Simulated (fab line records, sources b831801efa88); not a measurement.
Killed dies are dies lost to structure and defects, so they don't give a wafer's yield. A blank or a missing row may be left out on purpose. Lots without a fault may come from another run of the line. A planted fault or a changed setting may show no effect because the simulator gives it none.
Problem report in the 8D (eight disciplines) form, filled by code | flow gf180mcu | the parts of the form that need people (team, actions taken, sign-off) are left out

1. THE PROBLEM
beam_energy_keV at GF_VT_IMPLANT_IMPLANT_19 reads a mean of 103.85 on 6 wafers of 2 lots; wafers without a fault read 100.00 with a standard deviation of 0.031. That is +99 or more standard deviations from the usual mean.
First seen on wafer L738.2, day 11 11:56, on implanter-02. The record holds 18 wafers of 6 lots with a number at this step. Rule for "out", or "out of limits": more than 4 standard deviations from the usual mean. The other wafers with a number count as sound.

2. WHAT IT IS AND WHAT IT IS NOT
question                    | is                     | is not
which readings at this step | beam_energy_keV        | tilt_deg
which lots                  | L738, L741             | L722, L723, L724, L727
which wafers of those lots  | all that have a number | -
read on which tools         | implanter-02           | implanter-01, implanter-03
when                        | from day 11 11:56      | up to then (12 sound wafers)

3. SUSPECTS, AND WHAT RULES EACH OUT
Counting: a tool at a process step up to the reading stays a suspect if it ran every lot that is out and no sound lot after the first of them.
- implanter-02 at GF_VT_IMPLANT_IMPLANT_19: kept. It ran every lot that is out, first L738 (day 11 11:56), and no sound lot after that; its last sound lot up to then is L727 (day 8 17:53). Its own readings are out on those wafers: beam_energy_keV.
Left after counting: implanter-02 at GF_VT_IMPLANT_IMPLANT_19.

4. THE CAUSE (what the simulator had put in)
Process parameter drift: implanter-02, from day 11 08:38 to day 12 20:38, at GF_VT_IMPLANT_IMPLANT_19. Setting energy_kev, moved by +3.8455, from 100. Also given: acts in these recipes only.
Counting left only this tool.

5. THE CHAIN OF EFFECTS, in route order
Each row: a reading whose mean over the struck wafers that have a number lies more than 3 standard deviations from the usual. Only readings for which the record gives a usual standard deviation are gone through. hours: the time from each lot's start at the first step in this table that gives one to its start at this step, as a median over the lots. sigmas: the change in usual standard deviations.
hours | step                     | reading         | usual  | on struck wafers | change | sigmas
0     | GF_VT_IMPLANT_IMPLANT_19 | beam_energy_keV | 100.00 | 103.85           | +3.85  | +99 or more
The process steps in it:
- GF_VT_IMPLANT_IMPLANT_19

6. WHAT WOULD HAVE CAUGHT IT SOONER
In this record the first reading out of limits was taken at day 11 11:56, 3 hours after the fault began at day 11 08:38.
